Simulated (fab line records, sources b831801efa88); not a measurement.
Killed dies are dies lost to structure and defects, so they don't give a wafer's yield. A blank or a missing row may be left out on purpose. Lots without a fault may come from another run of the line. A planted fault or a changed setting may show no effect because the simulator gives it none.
fab line records | flow gf180mcu
record lots=14 wafers=42 last_day=34
route steps=602 shown MVSD@73 VT_IMPLANT@97
lots that met no fault: from a run of the same line without faults
start_h: hours from the record's first day to the start of the lot's first wafer shown | wait_h: hours since the lot's step before | " the same as in the row above | L1.1+2: a row that stands for several wafers | - no value, or no start given | * or withheld: withheld | < > ~ a bound
route shown NAME@n: a module of which the file shows steps, and the number in the route of the first | usual: mean/standard deviation of fault-free wafers | same: alike in all rows | chamber/n: place in a boat | sites: the reading at each site | _std_site: their standard deviation | _edge_site: outer sites' mean less inner sites' | radius_mm: how far each site lies from the wafer's centre | mask NAME#n: copy n | behind: the tool/chamber that last shaped the wafer | hold: why the lot was held/for how many hours/how that ended | device: the transistor (n, p or np) that didn't switch | end of line: the same wafers' tests at the end of the route | a step without rows: its recipe alone | killed: dies lost to structure and defects at the first sort, not the wafer's yield | map: a wafer's dies, x killed, . not, _ none there
set.NAME: the setting as run; set.NAME@STEP: as run at that earlier step | model.NAME: the simulator's own value behind a step, which no gauge read
steps of the route over a sample of lots; a table a step, a row a wafer
services: from which hour (start_h, from the record's first day; less than 0 if before it) a tool's chamber was out of use, for how many hours, and why
## steps
# step GF_MVSD_OVL_MEAS_07
# usual MVSD_OVL=-0.9/1.5
# columns lot.wafer tool chamber start_h wait_h MVSD_OVL[nm]
L766.1 overlay-01 - 87.34 - 0.5
L766.2 " - " " -1.8
L766.5 " - " " -0.6
L770.1 overlay-02 - 111.68 - -1.0
L770.5 " - " " -2.6
L770.6 " - " " -2.2
L771.3 overlay-01 - 114.85 - -0.6
L771.4 " - " " -0.9
L771.6 " - " " -1.3
L772.2 overlay-01 - 117.68 - 0.1
L772.3 " - " " 2.0
L772.4 " - " " 1.4
L773.3 overlay-01 - 131.20 - -0.1
L773.5 " - " " -1.5
L773.6 " - " " 1.2
L774.1 overlay-02 - 131.83 - -1.5
L774.3 " - " " 0.2
L774.5 " - " " -1.6
L775.1 overlay-02 - 138.18 - -1.4
L775.3 " - " " -3.1
L775.4 " - " " -2.1
L777.1 overlay-02 - 152.79 - -3.3
L777.2 " - " " -1.3
L777.5 " - " " -1.4
L778.3 overlay-02 - 162.60 - -3.0
L778.4 " - " " -3.9
L778.5 " - " " -2.0
L779.1 overlay-01 - 173.23 - -0.1
L779.2 " - " " 1.1
L779.6 " - " " 1.3
L781.2 overlay-01 - 179.63 - 0.3
L781.3 " - " " -0.7
L781.4 " - " " 0.9
L786.1 overlay-02 - 206.33 - -0.8
L786.3 " - " " -1.2
L786.6 " - " " -1.1
L787.1 overlay-01 - 208.33 - -1.6
L787.2 " - " " 0.4
L787.5 " - " " -0.1
L788.1 overlay-02 - 215.93 - -2.1
L788.2 " - " " -2.2
L788.6 " - " " -1.0
# step GF_VT_IMPLANT_OVL_MEAS_07
# usual VT_IMPLANT_OVL=-0.9/1.4
# columns lot.wafer tool chamber start_h wait_h VT_IMPLANT_OVL[nm]
L766.1 overlay-02 - 115.57 0.1 -0.5
L766.2 " - " " -0.4
L766.5 " - " " 0.7
L770.1 overlay-02 - 141.07 0.1 -1.8
L770.5 " - " " -1.8
L770.6 " - " " -2.4
L771.3 overlay-02 - 145.00 0.1 -1.6
L771.4 " - " " -4.2
L771.6 " - " " -2.9
L772.2 overlay-01 - 147.97 0.1 -2.2
L772.3 " - " " -3.2
L772.4 " - " " -3.1
L773.3 overlay-01 - 162.13 0.1 0.2
L773.5 " - " " 0.2
L773.6 " - " " 0.3
L774.1 overlay-01 - 162.89 0.1 0.1
L774.3 " - " " -1.5
L774.5 " - " " -3.4
L775.1 overlay-01 - 169.32 0.1 -2.8
L775.3 " - " " -1.4
L775.4 " - " " -0.6
L777.1 overlay-01 - 184.73 0.1 2.4
L777.2 " - " " -0.2
L777.5 " - " " -0.8
L778.3 overlay-02 - 195.73 0.1 -2.3
L778.4 " - " " -2.3
L778.5 " - " " -0.8
L779.1 overlay-01 - 207.19 0.1 1.0
L779.2 " - " " 0.4
L779.6 " - " " -1.2
L781.2 overlay-01 - 214.14 0.1 -1.0
L781.3 " - " " -2.6
L781.4 " - " " 1.3
L786.1 overlay-01 - 242.77 0.1 1.0
L786.3 " - " " -0.2
L786.6 " - " " -0.9
L787.1 overlay-02 - 244.07 0.1 -0.5
L787.2 " - " " -0.1
L787.5 " - " " 0.8
L788.1 overlay-01 - 253.49 0.1 -1.4
L788.2 " - " " 0.8
L788.6 " - " " 0.6
# step GF_VT_IMPLANT_TW_MEAS_10
# usual VT_IMPLANT_TW=574/6.4
# columns lot.wafer tool chamber start_h wait_h VT_IMPLANT_TW
L766.1 film_metro-01 - 115.85 0.1 583
L766.2 " - " " 581
L766.5 " - " " 580
L770.1 film_metro-01 - 141.35 0.1 584
L770.5 " - " " 589
L770.6 " - " " 586
L771.3 film_metro-01 - 145.29 0.1 580
L771.4 " - " " 582
L771.6 " - " " 583
L772.2 film_metro-01 - 148.26 0.1 583
L772.3 " - " " 581
L772.4 " - " " 581
L773.3 film_metro-04 - 162.42 0.1 570
L773.5 " - " " 572
L773.6 " - " " 573
L774.1 film_metro-03 - 163.17 0.1 569
L774.3 " - " " 568
L774.5 " - " " 571
L775.1 film_metro-03 - 169.60 0.1 573
L775.3 " - " " 573
L775.4 " - " " 570
L777.1 film_metro-04 - 185.02 0.1 569
L777.2 " - " " 571
L777.5 " - " " 569
L778.3 film_metro-04 - 196.02 0.1 571
L778.4 " - " " 573
L778.5 " - " " 570
L779.1 film_metro-03 - 207.47 0.1 567
L779.2 " - " " 565
L779.6 " - " " 564
L781.2 film_metro-04 - 214.43 0.1 574
L781.3 " - " " 568
L781.4 " - " " 572
L786.1 film_metro-04 - 243.05 0.1 571
L786.3 " - " " 570
L786.6 " - " " 566
L787.1 film_metro-04 - 244.35 0.1 572
L787.2 " - " " 572
L787.5 " - " " 571
L788.1 film_metro-04 - 253.77 0.1 569
L788.2 " - " " 571
L788.6 " - " " 570
# step GF_VT_IMPLANT_IMPLANT_41
# recipe species=As energy_kev=70 dose_cm2=1.013e+12 tilt_deg=7
# usual end_station_pressure_torr=5.01e-06/2.7e-07 tilt_deg=6.994/0.021
# columns lot.wafer tool chamber start_h wait_h end_station_pressure_torr tilt_deg
L766.1 implanter-04 0 160.97 0.0 4.85e-06 7.003
L766.2 " 0 " " 4.81e-06 7.011
L766.5 " 0 " " 4.8e-06 7.000
L770.1 implanter-01 0 189.77 0.0 5.07e-06 7.024
L770.5 " 0 " " 5.22e-06 7.010
L770.6 " 0 " " 4.88e-06 6.991
L771.3 implanter-02 0 194.17 0.1 5.11e-06 7.005
L771.4 " 0 " " 5.47e-06 6.985
L771.6 " 0 " " 4.86e-06 6.998
L772.2 implanter-02 0 196.65 0.0 4.56e-06 6.972
L772.3 " 0 " " 4.98e-06 6.967
L772.4 " 0 " " 5.26e-06 6.990
L773.3 implanter-01 0 212.45 0.1 4.47e-06 7.010
L773.5 " 0 " " 4.83e-06 6.996
L773.6 " 0 " " 4.85e-06 7.018
L774.1 implanter-01 0 213.22 0.0 4.74e-06 7.019
L774.3 " 0 " " 4.75e-06 7.025
L774.5 " 0 " " 5.25e-06 7.014
L775.1 implanter-01 0 220.57 0.0 5.12e-06 6.998
L775.3 " 0 " " 5.51e-06 7.019
L775.4 " 0 " " 5.21e-06 6.991
L777.1 implanter-01 0 237.62 0.0 4.76e-06 0.007
L777.2 " 0 " " 5.49e-06 0.009
L777.5 " 0 " " 5.27e-06 -0.003
L778.3 implanter-04 0 249.27 0.1 5.21e-06 6.974
L778.4 " 0 " " 4.72e-06 7.004
L778.5 " 0 " " 4.72e-06 7.011
L779.1 implanter-04 0 262.07 0.0 4.63e-06 6.980
L779.2 " 0 " " 4.74e-06 6.994
L779.6 " 0 " " 4.7e-06 6.980
L781.2 implanter-01 0 269.73 0.0 5.32e-06 -0.011
L781.3 " 0 " " 4.46e-06 -0.003
L781.4 " 0 " " 5.06e-06 0.000
L786.1 implanter-04 0 301.02 0.0 4.58e-06 7.011
L786.3 " 0 " " 4.94e-06 6.956
L786.6 " 0 " " 4.81e-06 7.016
L787.1 implanter-04 0 303.52 0.0 5.2e-06 6.977
L787.2 " 0 " " 5.36e-06 6.990
L787.5 " 0 " " 4.89e-06 7.003
L788.1 implanter-02 0 312.27 0.0 5.14e-06 6.983
L788.2 " 0 " " 5.36e-06 6.990
L788.6 " 0 " " 4.61e-06 6.999
# step GF_VT_IMPLANT_TW_MEAS_43
# usual VT_IMPLANT_4_TW=693/5.5
# columns lot.wafer tool chamber start_h wait_h VT_IMPLANT_4_TW
L766.1 film_metro-01 - 161.22 0.1 703
L766.2 " - " " 704
L766.5 " - " " 702
L770.1 film_metro-04 - 190.02 0.1 689
L770.5 " - " " 682
L770.6 " - " " 687
L771.3 film_metro-04 - 194.39 0.1 685
L771.4 " - " " 687
L771.6 " - " " 691
L772.2 film_metro-01 - 196.88 0.1 705
L772.3 " - " " 703
L772.4 " - " " 701
L773.3 film_metro-04 - 212.67 0.1 691
L773.5 " - " " 690
L773.6 " - " " 696
L774.1 film_metro-04 - 213.47 0.1 690
L774.3 " - " " 691
L774.5 " - " " 693
L775.1 film_metro-03 - 220.82 0.1 694
L775.3 " - " " 691
L775.4 " - " " 692
L777.1 film_metro-04 - 237.87 0.1 618
L777.2 " - " " 617
L777.5 " - " " 619
L778.3 film_metro-01 - 249.49 0.1 695
L778.4 " - " " 696
L778.5 " - " " 698
L779.1 film_metro-04 - 262.32 0.1 688
L779.2 " - " " 690
L779.6 " - " " 689
L781.2 film_metro-03 - 269.96 0.1 623
L781.3 " - " " 621
L781.4 " - " " 619
L786.1 film_metro-04 - 301.27 0.1 687
L786.3 " - " " 687
L786.6 " - " " 684
L787.1 film_metro-01 - 303.77 0.1 703
L787.2 " - " " 695
L787.5 " - " " 697
L788.1 film_metro-04 - 312.52 0.1 690
L788.2 " - " " 688
L788.6 " - " " 689
## services
# columns tool chamber start_h hours kind
implanter-01 - 153.30 2.8 repair
implanter-01 - 180.96 3.4 repair
implanter-01 - 191.05 1.9 repair
implanter-01 - 232.40 3.9 pm
implanter-02 - 249.30 0.9 repair
implanter-01 - 285.54 3.0 repair
implanter-02 - 298.38 3.7 repair
## key
first_sign step=GF_VT_IMPLANT_IMPLANT_41 reading=tilt_deg direction=down sigmas=99+ usual=6.994 struck=0.000
effect step=GF_VT_IMPLANT_TW_MEAS_43 reading=VT_IMPLANT_4_TW direction=down sigmas=13 usual=693 struck=620
met_at GF_VT_IMPLANT_IMPLANT_41
struck_lots L777,L781
tester_left_out L777,L781
not_acting_at GF_MVSD_OVL_MEAS_07,GF_VT_IMPLANT_OVL_MEAS_07,GF_VT_IMPLANT_TW_MEAS_10
onset_between 220.57 237.62
fault kind=process_parameter_drift tool=implanter-01 chamber=- onset_h=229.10 steps=GF_VT_IMPLANT_IMPLANT_41 channel=tilt_deg offset=-7 shape=step end_h=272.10 acts_in=these_recipes_only stated=7
# tester_left_out: of these lots the tester's yield and bins aren't shown, on N5 and GAA mostly nor the transistor test; their killed dies are dies lost to structure and defects alone, not to doping, threshold or leakage, so they don't give the yield
